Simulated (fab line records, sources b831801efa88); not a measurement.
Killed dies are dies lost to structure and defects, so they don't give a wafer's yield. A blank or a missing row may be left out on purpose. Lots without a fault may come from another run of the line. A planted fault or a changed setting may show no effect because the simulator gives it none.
A struck lot beside a sound one | flow sky130 | 22 steps out of a route of 708
Sound: wafers L941.2, L941.3, L941.5. Struck: wafers L952.2, L952.3, L952.6. The cause comes at the end.
At each step with rows: each side's tool, then ch and its chambers, then its first start. Under that, the readings that differ: sound wafers | struck wafers | difference of the means | sigmas: that difference in standard deviations of wafers without a fault.
alike: readings whose means differ by less than 2 such deviations, and words and numbers that are the same on both sides. not compared: withheld readings, readings that some wafer has no value for, bounds like >300 that may hide the same value, and numbers for which the record gives no deviation and whose values overlap.
The two part at a step that has a row with sigmas, a row that says differs or no value, or rows on one side only. Numbers that don't overlap but have no deviation are shown without sigmas and don't part them. A reading that every wafer of one side lacks parts them only if that side has two wafers or more.

first, 5 steps without rows for these wafers: SKY_VT_ADJUST_HVTP_COAT_02 (resist thk 1140 nm); SKY_VT_ADJUST_HVTP_SOFTBAKE_03 (time 60 s); SKY_VT_ADJUST_HVTP_EXPOSE_04 (exposes mask HVTPM, target cd 380 nm); SKY_VT_ADJUST_HVTP_PEB_05; SKY_VT_ADJUST_HVTP_DEVELOP_06 (develop time 60 s).
SKY_VT_ADJUST_HVTP_CD_MEAS_07: target cd 380 nm.
  sound on cd_sem-02, day 6 22:31; struck on cd_sem-01, day 9 15:20
  alike: cd_nm
SKY_VT_ADJUST_HVTP_OVL_MEAS_08:
  sound on overlay-01, day 6 22:37; struck on overlay-01, day 9 15:26
  alike: VT_ADJUST_HVTP_OVL
then, 1 step without rows for these wafers: SKY_VT_ADJUST_HVTP_IMPLANT_09.
SKY_VT_ADJUST_HVTP_STRIP_10: strips in O2/N2.
  sound on plasma_asher-01 ch 0,1, day 6 22:48; struck on plasma_asher-04 ch 0,1, day 9 15:37
  reading                     | sound       | struck      | difference | sigmas
  drypump_motor_current_A (A) | 6.5 6.4 6.5 | 5.6 5.6 5.5 | -0.9       | -2
  alike: oes_product_au, strip_time_to_endpoint_s
  not compared: rf_hours_counter_h
SKY_VT_ADJUST_HVTP_TW_MEAS_11:
  sound on film_metro-04, day 6 22:55; struck on film_metro-02, day 9 15:44
  alike: VT_ADJUST_HVTP_TW
then, 2 steps without rows for these wafers: SKY_VT_ADJUST_LVTN_DEHYDRATE_00 (time 60 s); SKY_VT_ADJUST_LVTN_HMDS_01 (prime time 60 s).
SKY_VT_ADJUST_LVTN_COAT_02: resist thk 3000 nm.
  sound on litho_track-03 ch 0, day 7 08:54; struck on litho_track-02 ch 0, day 10 02:19
  reading                                          | sound                | struck               | difference | sigmas
  spin_speed_rpm (rpm)                             | 2001.8 2001.5 2001.6 | 2088.9 2088.0 2088.6 | +86.9      | +79
  model.coat_of_VT_ADJUST_LVTN_COAT_02.thk_nm (nm) | 3005 3006 3009       | 2939 2938 2936       | -69        |
  alike: chill_plate_temp_C
then, 3 steps without rows for these wafers: SKY_VT_ADJUST_LVTN_SOFTBAKE_03; SKY_VT_ADJUST_LVTN_EXPOSE_04 (exposes mask NWM COMPLEMENT LESS NATIVE, target cd 840 nm); SKY_VT_ADJUST_LVTN_PEB_05.
SKY_VT_ADJUST_LVTN_DEVELOP_06: develop time 60 s.
  sound on litho_track-04 ch 0; struck on litho_track-02 ch 0
  reading                                          | sound          | struck         | difference | sigmas
  model.coat_of_VT_ADJUST_LVTN_COAT_02.thk_nm (nm) | 3001 3002 3004 | 2935 2934 2932 | -69        |
  alike: chill_plate_temp_C
SKY_VT_ADJUST_LVTN_OVL_MEAS_07:
  sound on overlay-02, day 7 19:25; struck on overlay-02, day 10 14:45
  alike: VT_ADJUST_LVTN_OVL
then, 1 step without rows for these wafers: SKY_VT_ADJUST_LVTN_IMPLANT_08.
SKY_VT_ADJUST_LVTN_STRIP_09: strips in O2/N2.
  sound on plasma_asher-04 ch 0,1, day 7 19:36; struck on plasma_asher-04 ch 1, day 10 14:56
  reading                      | sound             | struck            | difference | sigmas
  strip_time_to_endpoint_s (s) | 36.95 36.98 37.00 | 36.25 36.21 36.19 | -0.76      | -8
  alike: drypump_motor_current_A, oes_product_au
  not compared: rf_hours_counter_h
SKY_VT_ADJUST_LVTN_TW_MEAS_10:
  sound on film_metro-01, day 7 19:43; struck on film_metro-01, day 10 15:02
  alike: VT_ADJUST_LVTN_TW
then, 1 step without rows for these wafers: SKY_PAD_OPEN_PROBE_99.

WHERE THEY PART
First at SKY_VT_ADJUST_HVTP_STRIP_10; last, within this record, at SKY_VT_ADJUST_LVTN_STRIP_09. Later steps at which nothing parts them and some readings are alike: SKY_VT_ADJUST_LVTN_TW_MEAS_10.

WHY: what the simulator had put in
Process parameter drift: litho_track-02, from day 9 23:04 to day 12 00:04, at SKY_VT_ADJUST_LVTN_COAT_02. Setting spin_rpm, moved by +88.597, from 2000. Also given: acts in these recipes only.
